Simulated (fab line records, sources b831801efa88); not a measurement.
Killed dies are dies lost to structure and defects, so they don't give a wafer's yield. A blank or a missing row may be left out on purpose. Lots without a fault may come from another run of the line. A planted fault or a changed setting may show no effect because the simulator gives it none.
Which tool did it? | flow gf180mcu | 7 lots, 21 wafers sampled, at 1 step of a route of 602

WHAT THE GAUGES READ, wafer by wafer
GF_STI_CD_MEAS_12: target cd 220 nm.
lot  | measured    | on        | cd_nm (nm)
L930 | day 2 12:34 | cd_sem-01 | 219.4 218.9 219.1
L933 | day 3 02:55 | cd_sem-02 | 219.6 219.3 218.8
L935 | day 3 13:20 | cd_sem-01 | 219.1 219.7 219.2
L939 | day 4 10:12 | cd_sem-02 | 218.4 219.7 219.2
L941 | day 5 02:20 | cd_sem-01 | 219.9 220.4 219.8
L945 | day 5 20:26 | cd_sem-01 | 220.9 219.0 220.1
L950 | day 6 19:14 | cd_sem-02 | 221.0 220.2 221.5

WHICH TOOL RAN EACH LOT (tool, then ch and the chambers of the sampled wafers, then the start)
The record holds no process step before these readings.

THE ANSWER, worked out from the rows above alone
Rule: what is usual is taken from the lots themselves. Put in order of their means at a reading, lots are off if they are a third of the lots or fewer, leave a main group of 4 or more, and stand apart from it by a gap of 3 or more times the standard deviation of the main group's means; of several such gaps the widest counts. A main group whose means are all the same, to the digits that the tables above print for the reading, isn't used. A lot without any number at a reading at which 4 lots or more have one is off too. The other lots that the step has rows for count as sound.
No lot is off at any reading shown: from this, nothing can be told.

WHAT THE SIMULATOR HAD PUT IN
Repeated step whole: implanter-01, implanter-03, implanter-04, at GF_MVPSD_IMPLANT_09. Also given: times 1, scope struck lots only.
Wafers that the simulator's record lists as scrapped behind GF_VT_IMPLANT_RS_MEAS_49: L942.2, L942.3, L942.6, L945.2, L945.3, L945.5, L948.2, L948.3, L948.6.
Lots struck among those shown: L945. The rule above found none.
